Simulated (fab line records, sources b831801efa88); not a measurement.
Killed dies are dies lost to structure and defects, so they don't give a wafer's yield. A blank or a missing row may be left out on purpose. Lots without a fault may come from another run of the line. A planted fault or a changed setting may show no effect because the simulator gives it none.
A struck lot beside a sound one | flow sky130 | 14 steps out of a route of 708
Sound: wafers L641.1, L641.5, L641.6. Struck: wafer L648.1. (L648.3, L648.6 of the same lot were not struck and are left out.) The cause comes at the end.
At each step with rows: each side's tool, then ch and its chambers, then its first start. Under that, the readings that differ: sound wafers | struck wafers | difference of the means | sigmas: that difference in standard deviations of wafers without a fault.
alike: readings whose means differ by less than 2 such deviations, and words and numbers that are the same on both sides. not compared: withheld readings, readings that some wafer has no value for, bounds like >300 that may hide the same value, and numbers for which the record gives no deviation and whose values overlap.
The two part at a step that has a row with sigmas, a row that says differs or no value, or rows on one side only. Numbers that don't overlap but have no deviation are shown without sigmas and don't part them. A reading that every wafer of one side lacks parts them only if that side has two wafers or more.

SKY_VIA2_CD_MEAS_12: target cd 200 nm.
  sound on cd_sem-02, day 39 19:44; struck on cd_sem-01, day 42 06:56
  alike: cd_nm
SKY_VIA2_OVL_MEAS_13:
  sound on overlay-02, day 39 19:51; struck on overlay-02, day 42 07:03
  alike: VIA2_OVL
SKY_VIA2_ETCH_14: etches BARC in N2/H2, stops on SiO2, time 45.9 s, target depth 60 nm.
  sound on rie_diel-03 ch 1,2, day 39 19:53; struck on rie_diel-03 ch 1, day 42 07:05
  alike: drypump_motor_current_A, oes_product_au, throttle_valve_pct
  not compared: rf_hours_counter_h
then, 1 step without rows for these wafers: SKY_VIA2_ETCH_15 (etches SiO2 in C4F8/O2/Ar, stops on TiN, target depth 546 nm, time 84 s).
SKY_VIA2_STRIP_16: strips in O2/N2.
  sound on plasma_asher-02 ch 0,1, day 39 20:00; struck on plasma_asher-03 ch 0, day 42 07:12
  reading                     | sound       | struck | difference | sigmas
  drypump_motor_current_A (A) | 5.1 5.1 5.6 | 6.3    | +1.0       | +2
  alike: oes_product_au, strip_time_to_endpoint_s
  not compared: rf_hours_counter_h
then, 3 steps without rows for these wafers: SKY_VIA2_STRIP_17 (strips in post etch residue remover, time 1200 s); SKY_VIA2_CLEAN_18 (cleans in IPA, time 180 s); SKY_VIA2_CLEAN_19 (cleans in O3/DIW).
SKY_VIA2_SPUTTER_20: material TiN, target thk 20 nm, time 80 s.
  sound on pvd_sputter-01, day 39 20:36; struck on pvd_sputter-04, day 42 07:51
  alike: cathode_dc_power_W, throttle_valve_pct
SKY_VIA2_CVD_21: deposits W, target thk 420 nm, time 126.4 s.
  sound on cvd_w-02 ch 0,1, day 39 20:40; struck on cvd_w-01 ch 1, day 42 07:55
  alike: heater_power_w
SKY_VIA2_RS_MEAS_22: measures by four-point-probe.
  sound on film_metro-03, day 39 20:47; struck on film_metro-02, day 42 08:02
  alike: VIA2_W_RS
SKY_VIA2_THK_MEAS_23: measures by xrf.
  sound on film_metro-03, day 39 20:55; struck on film_metro-02, day 42 08:10
  alike: VIA2_W_THK
SKY_VIA2_CMP_24: polishes, stops on SiO2, t overpolish 20 s, target thk 0 nm.
  sound on cmp-01 ch 1,2,3, day 39 21:07; struck on cmp-02 ch 2, day 42 08:13
  reading                | sound                | struck | difference | sigmas
  overpolish_run_s (s)   | 20.004 20.010 19.993 | 0.046  | -19.956    | -99 or more
  time_to_endpoint_s (s) | 104 95 96            | 157    | +59        | +12
  alike: motor_current_A
SKY_METAL3_SPUTTER_00: material Ti, target thk 15 nm, time 10 s.
  the record has rows for the sound wafers here (pvd_sputter-02, day 39 21:16) and none for the struck ones

WHERE THEY PART
First at SKY_VIA2_STRIP_16; last, within this record, at SKY_METAL3_SPUTTER_00.

WHY: what the simulator had put in
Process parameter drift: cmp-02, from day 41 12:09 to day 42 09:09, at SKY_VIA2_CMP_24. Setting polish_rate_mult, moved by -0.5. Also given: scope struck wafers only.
